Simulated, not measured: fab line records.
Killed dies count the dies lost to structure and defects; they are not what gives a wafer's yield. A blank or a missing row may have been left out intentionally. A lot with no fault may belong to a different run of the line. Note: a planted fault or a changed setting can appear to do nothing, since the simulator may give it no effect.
fab line records | flow sky130
[record] lots = 15 wafers = 45 lastDay = 50
route steps=708 shown VIA3@589 METAL5@662
lots untouched by any fault: they come from a run of this same line in which no faults occurred
startH: start of the lot's first displayed wafer, in hours after the record's first day | waitH: hours since the lot's step before | " repeats the value in the row above | L1.1+2: a single row standing in for several wafers | - no value present, or no start provided | * or withheld: withheld | < > ~ a bound
route shown NAME@n: names a module that has steps shown in the file, with the first one's number in the route | usual: mean and standard deviation over wafers with no fault | same: alike in all rows | chamber/n: place in a boat | sites: per-site readings | _std_site: the values' standard deviation | _edge_site: the outer-site mean with the inner-site mean subtracted | radiusMm: how far each site lies from the wafer's centre | mask NAME#n: copy n | behind: the most recent tool/chamber to have shaped the wafer | hold: why the lot went on hold/how many hours it stayed there/how the hold came to an end | device: the transistor (n, p or np) that didn't switch | end of line: the same wafers' tests at the end of the route | for a step that has no rows: nothing shown but its recipe | killed: dies that structure and defects cost at the first sort, which is not the same as the wafer's yield | map: per-die view of a wafer (x killed, . not killed, _ where there is no die)
set.NAME: setting as actually run; set.NAME@STEP: the setting as run at that earlier step | model.NAME: the simulator's own value behind a step, which no gauge read
route steps across a sampled set of lots; one table per step, one row per wafer
services: a tool's chamber out of use, with start hour (startH, from the record's first day; less than 0 if before it), hours out, and reason
[[steps]]
[step SKY_VIA3_STRIP_16]
[recipe] chemistry = O2/N2 powerW = 1400 pressureMtorr = 1500 platenTempC = withheld o2FlowSccm = 3000 n2FlowSccm = 300 overashFraction = 0.5
[usual] drypumpMotorCurrentA = 5.4/0.49 oesProductAu = 0.403/0.0054 stripTimeToEndpointS = 4.133/0.03
[same] overashFraction = 0.5
// columns lot.wafer tool chamber startH waitH drypumpMotorCurrentA oesProductAu rfHoursCounterH stripTimeToEndpointS
L471.2 plasmaAsher-03 1 939.34 0.0 5.3 0.408 49 4.080
L471.3 " 1 " " 5.3 0.395 - 4.126
L471.5 " 1 " " 5.3 0.405 - 4.147
L472.1 plasmaAsher-01 1 943.78 0.0 6.0 0.397 19 4.083
L472.2 " 0 " " 6.2 0.397 19 4.140
L472.3 " 0 " " 6.2 0.400 - 4.109
L473.2 plasmaAsher-03 0 945.39 0.0 5.1 0.409 50 4.142
L473.3 " 1 " " 5.3 0.403 - 4.094
L473.4 " 0 " " 5.1 0.399 - 4.144
L477.2 plasmaAsher-03 0 969.80 0.0 5.1 0.408 52 4.175
L477.3 " 0 " " 5.1 0.406 - 4.124
L477.5 " 1 " " 5.3 0.403 - 4.174
L476.1 plasmaAsher-03 1 971.88 0.0 5.3 0.395 53 4.173
L476.2 " 0 " " 5.1 0.401 53 4.112
L476.5 " 0 " " 5.1 0.397 - 4.131
L478.3 plasmaAsher-02 1 976.96 0.1 5.0 0.401 - 4.143
L478.4 " 0 " " 4.8 0.397 - 4.100
L478.5 " 0 " " 4.8 0.397 - 4.165
L479.3 plasmaAsher-03 1 984.26 0.1 5.3 0.403 - 4.094
L479.5 " 1 " " 5.3 0.409 - 4.110
L479.6 " 0 " " 5.2 0.406 - 4.106
L480.1 plasmaAsher-03 0 993.69 0.0 5.1 0.398 55 4.111
L480.2 " 1 " " 5.3 0.403 55 4.191
L480.6 " 1 " " 5.3 0.400 - 4.167
L481.1 plasmaAsher-03 0 1002.58 0.0 5.1 0.410 56 4.171
L481.2 " 1 " " 5.3 0.407 56 4.204
L481.4 " 0 " " 5.1 0.397 - 4.107
L483.3 plasmaAsher-01 1 1017.86 0.1 6.0 0.399 - 4.138
L483.4 " 0 " " 6.2 0.409 - 4.166
L483.5 " 0 " " 6.2 0.407 - 4.101
L484.1 plasmaAsher-01 0 1023.63 0.0 6.2 0.403 26 4.110
L484.3 " 1 " " 6.1 0.402 - 4.119
L484.5 " 1 " " 6.0 0.395 - 4.120
L489.2 plasmaAsher-02 1 1053.93 0.0 5.0 0.402 125 4.135
L489.3 " 0 " " 4.8 0.406 - 4.138
L489.5 " 0 " " 4.7 0.407 - 4.158
L490.4 plasmaAsher-03 0 1062.61 0.1 5.1 0.400 - 4.169
L490.5 " 1 " " 5.3 0.405 - 4.177
L490.6 " 0 " " 5.1 0.410 - 4.182
L491.2 plasmaAsher-03 0 1064.18 0.0 5.0 0.406 62 4.163
L491.4 " 0 " " 5.1 0.401 - 4.165
L491.6 " 0 " " 5.1 0.399 - 4.144
L494.1 plasmaAsher-03 0 1081.78 0.0 5.1 0.400 64 4.119
L494.2 " 1 " " 5.3 0.398 64 4.053
L494.6 " 0 " " 5.1 0.408 - 4.130
[step SKY_VIA3_CMP_24]
[recipe] stopOn = SiO2 tOverpolishS = 20 downForcePsi = 3.5 platenRpm = 58.83 targetThkNm = 0 padVelocityMS = 0.94248
[usual] motorCurrentA = 10.6/1 overpolishRunS = 20.001/0.0085 timeToEndpointS = 94/3.4
// columns lot.wafer tool chamber startH waitH motorCurrentA overpolishRunS timeToEndpointS
L471.2 cmp-02 3 940.29 0.0 10.2 20.001 97
L471.3 " 0 " " 9.3 20.006 90
L471.5 " 3 " " 11.2 20.002 98
L472.1 cmp-01 1 944.78 0.1 12.0 20.006 93
L472.3 " 2 " " 10.4 19.992 99
L472.2 " 3 " " 12.1 20.000 90
L473.2 cmp-01 2 946.34 0.0 10.1 19.999 96
L473.3 " 3 " " 12.8 20.005 95
L473.4 " 1 " " 12.0 20.005 95
L477.3 cmp-01 1 970.85 0.0 11.0 20.005 97
L477.2 " 2 " " 10.5 19.994 100
L477.5 " 1 " " 11.5 20.002 97
L476.1 cmp-02 3 972.90 0.1 11.0 20.006 93
L476.2 " 0 " " 9.0 20.005 90
L476.5 " 3 " " 10.7 19.992 94
L478.3 cmp-01 0 977.88 0.0 9.1 20.016 96
L478.4 " 3 " " 12.0 19.996 101
L478.5 " 0 " " 9.6 20.008 97
L479.3 cmp-02 1 985.23 0.1 10.5 19.996 89
L479.5 " 0 " " 9.8 19.999 89
L479.6 " 1 " " 10.1 20.003 90
L480.1 cmp-02 0 994.77 0.2 9.2 20.001 89
L480.2 " 1 " " 10.3 19.992 92
L480.6 " 3 " " 10.5 20.005 91
L481.1 cmp-01 1 1003.56 0.1 11.8 19.998 97
L481.2 " 3 " " 12.7 20.001 91
L481.4 " 0 " " 8.9 19.999 97
L483.3 cmp-02 2 1018.80 0.0 11.0 19.990 94
L483.4 " 0 " " 8.9 20.006 89
L483.5 " 2 " " 11.4 20.018 94
L484.1 cmp-02 2 1024.95 0.1 11.7 19.997 97
L484.3 " 3 " " 10.9 20.012 97
L484.5 " 1 " " 10.4 19.989 89
L489.2 cmp-02 1 1054.92 0.0 10.5 19.983 98
L489.3 " 2 " " 11.2 20.007 102
L489.5 " 2 " " 11.8 20.010 100
L490.4 cmp-01 1 1063.68 0.2 11.4 20.007 90
L490.6 " 2 " " 10.4 19.998 92
L490.5 " 3 " " 11.6 19.993 88
L491.2 cmp-01 0 1065.13 0.0 8.9 20.004 87
L491.4 " 1 " " 11.5 20.000 92
L491.6 " 1 " " 11.9 20.020 93
L494.1 cmp-02 1 1082.79 0.1 10.1 20.004 95
L494.2 " 0 " " 9.1 20.002 92
L494.6 " 2 " " 11.6 20.007 95
[step SKY_METAL5_SPUTTER_01]
[recipe] material = TiN targetThkNm = 20 powerW = 6500 timeS = 16.7 chamberPressurePa = 0.4
[usual] cathodeDcPowerW = 6500.1/1.1 chamberPressurePa = 0.3999/0.00084 throttleValvePct = 30.3/1.4
// columns lot.wafer tool chamber startH waitH cathodeDcPowerW chamberPressurePa throttleValvePct
L471.2 pvdSputter-04 - 1015.77 0.0 6498.4 0.3993 29.4
L471.3 " - " " 6500.8 0.4001 32.0
L471.5 " - " " 6497.4 0.3974 31.6
L472.1 pvdSputter-02 - 1019.56 0.0 6500.9 0.3997 29.9
L472.2 " - " " 6500.1 0.4003 26.8
L472.3 " - " " 6498.2 0.3994 29.5
L473.2 pvdSputter-04 - 1021.76 0.0 6499.5 0.4002 31.3
L473.3 " - " " 6501.6 0.3997 31.5
L473.4 " - " " 6499.9 0.4003 31.6
L477.2 pvdSputter-02 - 1044.53 0.0 6499.7 0.3987 26.8
L477.3 " - " " 6498.3 0.4000 29.7
L477.5 " - " " 6500.4 0.4000 29.9
L476.1 pvdSputter-04 - 1046.25 0.0 6502.2 0.3999 29.5
L476.2 " - " " 6499.5 0.4011 31.3
L476.5 " - " " 6502.0 0.4008 31.4
L478.3 pvdSputter-04 - 1050.19 0.0 6498.1 0.4003 31.3
L478.4 " - " " 6502.4 0.3979 29.6
L478.5 " - " " 6499.2 0.3980 29.5
L479.3 pvdSputter-04 - 1056.46 0.0 6500.6 0.4002 31.3
L479.5 " - " " 6500.1 0.4009 31.5
L479.6 " - " " 6499.4 0.4007 31.3
L480.1 pvdSputter-04 - 1067.42 0.0 6499.5 0.3995 31.4
L480.2 " - " " 6500.5 0.3996 31.8
L480.6 " - " " 6497.9 0.3983 29.9
L481.1 pvdSputter-02 - 1074.43 0.0 6500.0 0.3994 29.5
L481.2 " - " " 6501.0 0.3990 29.9
L481.4 " - " " 6500.8 0.4014 30.3
L483.3 pvdSputter-04 - 1087.92 0.0 6499.6 0.3998 31.4
L483.4 " - " " 6499.4 0.4002 31.8
L483.5 " - " " 6500.8 0.4003 31.7
L484.1 pvdSputter-04 - 1094.27 0.0 6500.1 0.4002 31.0
L484.3 " - " " 6500.2 0.3993 29.3
L484.5 " - " " 6500.1 0.3990 31.3
L489.2 pvdSputter-01 - 1121.15 0.0 6499.8 0.3978 30.7
L489.3 " - " " 6499.1 0.3997 31.0
L489.5 " - " " 6500.2 0.3994 30.8
L490.4 pvdSputter-04 - 1128.83 0.0 6500.4 0.4007 31.6
L490.5 " - " " 6500.6 0.3996 31.3
L490.6 " - " " 6500.6 0.4011 30.9
L491.2 pvdSputter-02 - 1130.06 0.0 6501.1 0.3996 29.7
L491.4 " - " " 6500.2 0.3999 29.8
L491.6 " - " " 6499.3 0.3998 27.2
L494.1 pvdSputter-01 - 1145.40 0.0 6499.8 0.4002 30.4
L494.2 " - " " 6499.4 0.3991 31.7
L494.6 " - " " 6500.3 0.3991 31.8
[step SKY_METAL5_SPUTTER_04]
[recipe] material = TiN targetThkNm = 70 powerW = 6500 timeS = 58.3 chamberPressurePa = 0.4
[usual] cathodeDcPowerW = 6500.0/1.3 chamberPressurePa = 0.4000/0.00068 throttleValvePct = 30.3/1.4
// columns lot.wafer tool chamber startH waitH cathodeDcPowerW chamberPressurePa throttleValvePct
L471.2 pvdSputter-04 - 1015.87 0.0 6500.9 0.4006 29.8
L471.3 " - " " 6499.5 0.3995 31.7
L471.5 " - " " 6499.6 0.3992 31.6
L472.1 pvdSputter-02 - 1019.66 0.0 6496.9 0.4007 30.0
L472.2 " - " " 6501.2 0.4002 26.8
L472.3 " - " " 6502.6 0.4001 29.7
L473.2 pvdSputter-04 - 1021.86 0.0 6501.2 0.3991 31.0
L473.3 " - " " 6499.4 0.4005 31.5
L473.4 " - " " 6500.3 0.4007 31.7
L477.2 pvdSputter-02 - 1044.62 0.0 6502.0 0.3996 27.0
L477.3 " - " " 6501.1 0.4004 29.6
L477.5 " - " " 6498.6 0.4003 29.9
L476.1 pvdSputter-04 - 1046.35 0.0 6502.0 0.3993 29.5
L476.2 " - " " 6498.3 0.3999 31.1
L476.5 " - " " 6500.3 0.4015 31.5
L478.3 pvdSputter-04 - 1050.28 0.0 6500.1 0.4005 31.2
L478.4 " - " " 6500.9 0.4005 29.5
L478.5 " - " " 6501.5 0.3999 29.5
L479.3 pvdSputter-04 - 1056.55 0.0 6498.0 0.3991 31.1
L479.5 " - " " 6501.0 0.3997 31.0
L479.6 " - " " 6499.7 0.3995 31.6
L480.1 pvdSputter-04 - 1067.52 0.0 6500.7 0.4005 31.3
L480.2 " - " " 6500.5 0.3997 31.6
L480.6 " - " " 6500.1 0.3998 29.5
L481.1 pvdSputter-02 - 1074.53 0.0 6500.6 0.4003 29.6
L481.2 " - " " 6499.5 0.3988 29.6
L481.4 " - " " 6498.6 0.4011 30.1
L483.3 pvdSputter-04 - 1088.02 0.0 6500.0 0.4003 31.2
L483.4 " - " " 6500.8 0.3988 31.7
L483.5 " - " " 6498.0 0.3997 31.4
L484.1 pvdSputter-04 - 1094.37 0.0 6500.0 0.3996 31.0
L484.3 " - " " 6500.0 0.4009 29.5
L484.5 " - " " 6497.8 0.3995 31.7
L489.2 pvdSputter-01 - 1121.24 0.0 - - -
L489.3 " - " " - - -
L489.5 " - " " - - -
L490.4 pvdSputter-04 - 1128.93 0.0 - - -
L490.5 " - " " - - -
L490.6 " - " " - - -
L491.2 pvdSputter-02 - 1130.16 0.0 - - -
L491.4 " - " " - - -
L491.6 " - " " - - -
L494.1 pvdSputter-01 - 1145.50 0.0 6500.9 0.3999 30.8
L494.2 " - " " 6501.1 0.3994 32.1
L494.6 " - " " 6499.7 0.3994 31.6
[step SKY_METAL5_THK_MEAS_06]
[recipe] thkMeasGauge = xrf reads = AlCu_of_METAL5_SPUTTER_02
[usual] METAL5_ALCU_THK = 1158/16
// columns lot.wafer tool chamber startH waitH METAL5_ALCU_THK[nm]
L471.2 filmMetro-02 - 1016.04 0.1 1137
L471.3 " - " " 1149
L471.5 " - " " 1153
L472.1 filmMetro-03 - 1019.83 0.1 1140
L472.2 " - " " 1152
L472.3 " - " " 1141
L473.2 filmMetro-03 - 1022.04 0.1 1142
L473.3 " - " " 1127
L473.4 " - " " 1126
L477.2 filmMetro-03 - 1044.80 0.1 1163
L477.3 " - " " 1148
L477.5 " - " " 1153
L476.1 filmMetro-02 - 1046.52 0.1 1146
L476.2 " - " " 1144
L476.5 " - " " 1146
L478.3 filmMetro-02 - 1050.47 0.1 1169
L478.4 " - " " 1179
L478.5 " - " " 1166
L479.3 filmMetro-04 - 1056.74 0.1 1158
L479.5 " - " " 1151
L479.6 " - " " 1154
L480.1 filmMetro-02 - 1067.68 0.1 1146
L480.2 " - " " 1131
L480.6 " - " " 1145
L481.1 filmMetro-04 - 1074.70 0.1 1169
L481.2 " - " " 1160
L481.4 " - " " 1164
L483.3 filmMetro-04 - 1088.20 0.1 1161
L483.4 " - " " 1159
L483.5 " - " " 1147
L484.1 filmMetro-03 - 1094.54 0.1 1152
L484.3 " - " " 1148
L484.5 " - " " 1160
L489.2 filmMetro-02 - 1121.42 0.1 1374
L489.3 " - " " 1368
L489.5 " - " " 1378
L490.4 filmMetro-03 - 1129.13 0.1 1354
L490.5 " - " " 1342
L490.6 " - " " 1336
L491.2 filmMetro-03 - 1130.34 0.1 1330
L491.4 " - " " 1356
L491.6 " - " " 1344
L494.1 filmMetro-04 - 1145.67 0.1 1173
L494.2 " - " " 1201
L494.6 " - " " 1190
[step SKY_METAL5_METAL_ETCH_15]
[recipe] targetDepthA = 12600 stopOn = SiO2 overEtchFrac = 0.2 timeS = 252 chemistry = Cl2/BCl3 resistSidewallDeg = 86 pressureMtorr = 10 icpW = 900 biasW = 48.5 Cl2_flow_sccm = 60 bcl3FlowSccm = 30
[usual] drypumpMotorCurrentA = 5.5/0.68 oesProductAu = 0.895/0.0047 throttleValvePct = 22.264/0.009
// columns lot.wafer tool chamber startH waitH drypumpMotorCurrentA oesProductAu rfHoursCounterH throttleValvePct
L471.2 rieMetal-04 1 1038.00 0.0 4.7 0.897 14 22.268
L471.3 " 1 " " 4.7 0.894 - 22.277
L471.5 " 0 " " 6.1 0.891 - 22.254
L472.1 rieMetal-03 1 1041.85 0.0 6.7 0.895 16 22.269
L472.2 " 0 " " 5.1 0.893 13 22.270
L472.3 " 0 " " 5.0 0.887 - 22.287
L473.2 rieMetal-04 0 1044.15 0.0 6.1 0.893 20 22.262
L473.3 " 0 " " 6.1 0.891 - 22.274
L473.4 " 1 " " 4.7 0.888 - 22.259
L477.2 rieMetal-01 0 1066.42 0.0 5.6 0.890 11 22.263
L477.3 " 0 " " 5.6 0.896 - 22.255
L477.5 " 0 " " 5.6 0.900 - 22.262
L476.1 rieMetal-01 1 1068.25 0.0 5.1 0.899 19 22.258
L476.2 " 0 " " 5.6 0.898 11 22.272
L476.5 " 1 " " 5.1 0.887 - 22.263
L478.3 rieMetal-04 0 1072.58 0.1 6.1 0.883 - 22.263
L478.4 " 1 " " 4.7 0.890 - 22.272
L478.5 " 1 " " 4.7 0.894 - 22.239
L479.3 rieMetal-01 0 1077.48 0.1 5.6 0.893 - 22.276
L479.5 " 0 " " 5.6 0.901 - 22.252
L479.6 " 1 " " 5.1 0.903 - 22.244
L480.1 rieMetal-04 0 1088.90 0.0 6.1 0.903 23 22.261
L480.2 " 1 " " 4.7 0.890 17 22.263
L480.6 " 0 " " 6.1 0.894 - 22.237
L481.1 rieMetal-01 1 1095.42 0.0 5.1 0.897 21 22.256
L481.2 " 0 " " 5.6 0.897 13 22.261
L481.4 " 0 " " 5.6 0.895 - 22.275
L483.3 rieMetal-03 1 1107.83 0.1 6.7 0.897 - 22.285
L483.4 " 0 " " 5.0 0.886 - 22.268
L483.5 " 1 " " 6.7 0.893 - 22.271
L484.1 rieMetal-01 0 1114.85 0.0 5.6 0.893 15 22.264
L484.3 " 0 " " 5.6 0.897 - 22.263
L484.5 " 1 " " 5.1 0.891 - 22.262
L489.2 rieMetal-03 0 1140.12 0.0 5.0 0.877 20 22.274
L489.3 " 1 " " 6.7 0.874 - 22.270
L489.5 " 0 " " 5.0 0.880 - 22.263
L490.4 rieMetal-04 1 1147.72 0.3 4.7 0.872 - 22.271
L490.5 " 1 " " 4.7 0.867 - 22.258
L490.6 " 1 " " 4.7 0.866 - 22.257
L491.2 rieMetal-01 1 1148.35 0.0 5.1 0.867 26 22.273
L491.4 " 1 " " 5.1 0.876 - 22.272
L491.6 " 1 " " 5.1 0.871 - 22.273
L494.1 rieMetal-04 1 1163.25 0.0 4.7 0.891 24 22.257
L494.2 " 0 " " 6.1 0.895 1 22.266
L494.6 " 0 " " 6.1 0.892 - 22.260
[[services]]
// columns tool chamber startH hours kind
cmp-02 - 931.77 1.3 repair
plasmaAsher-02 - 939.75 2.7 repair
rieMetal-03 1 949.30 9.8 repair
cmp-02 - 954.67 0.9 repair
pvdSputter-02 - 964.05 6.7 repair
plasmaAsher-01 - 980.47 10.6 repair
pvdSputter-02 - 985.63 2.1 repair
rieMetal-04 - 986.44 0.7 repair
cmp-02 - 1004.01 5.1 pm
plasmaAsher-01 - 1011.62 2.0 repair
cmp-02 - 1028.41 0.8 repair
cmp-01 - 1034.17 7.4 repair
pvdSputter-04 - 1035.10 1.0 repair
cmp-01 - 1067.83 1.2 repair
rieMetal-01 - 1069.14 0.3 repair
plasmaAsher-03 - 1077.47 3.0 repair
rieMetal-01 - 1078.40 0.9 repair
pvdSputter-01 - 1093.33 9.9 repair
rieMetal-01 - 1099.72 1.3 repair
rieMetal-04 - 1113.84 2.8 pm
cmp-02 - 1116.52 4.0 pm
cmp-01 - 1120.98 1.0 repair
plasmaAsher-03 - 1145.34 5.4 repair
cmp-02 - 1155.27 4.6 repair
[[key]]
[firstSign] step = SKY_METAL5_SPUTTER_04 reading = toolRecord direction = missing
[effect] step = SKY_METAL5_THK_MEAS_06 reading = METAL5_ALCU_THK direction = up sigmas = 12 usual = 1158 struck = 1353
[effect] step = SKY_METAL5_METAL_ETCH_15 reading = oesProductAu direction = down sigmas = 4.8 usual = 0.895 struck = 0.872
metAt SKY_METAL5_SPUTTER_04
struckLots L489,L490,L491
laterRowsLeftOut L489.2,L489.3,L489.5,L490.4,L490.5,L490.6,L491.2,L491.4,L491.6
sortLeftOut L489.2,L489.3,L489.5,L490.4,L490.5,L490.6,L491.2,L491.4,L491.6
notActingAt SKY_VIA3_STRIP_16,SKY_VIA3_CMP_24,SKY_METAL5_SPUTTER_01
onsetBetween 1094.37 1121.24
[fault] kind = skippedStepWhole tool = pvdSputter-01,pvdSputter-02,pvdSputter-04 chamber = - onsetH = 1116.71 steps = SKY_METAL5_SPUTTER_04 scope = struckLotsOnly
// sortLeftOut: the simulated sort isn't trusted on such a fault, so these wafers' sort isn't shown, and their yield isn't known
// laterRowsLeftOut: the simulator's readings of these wafers behind a module that went badly wrong aren't trusted and aren't shown, but for the sort
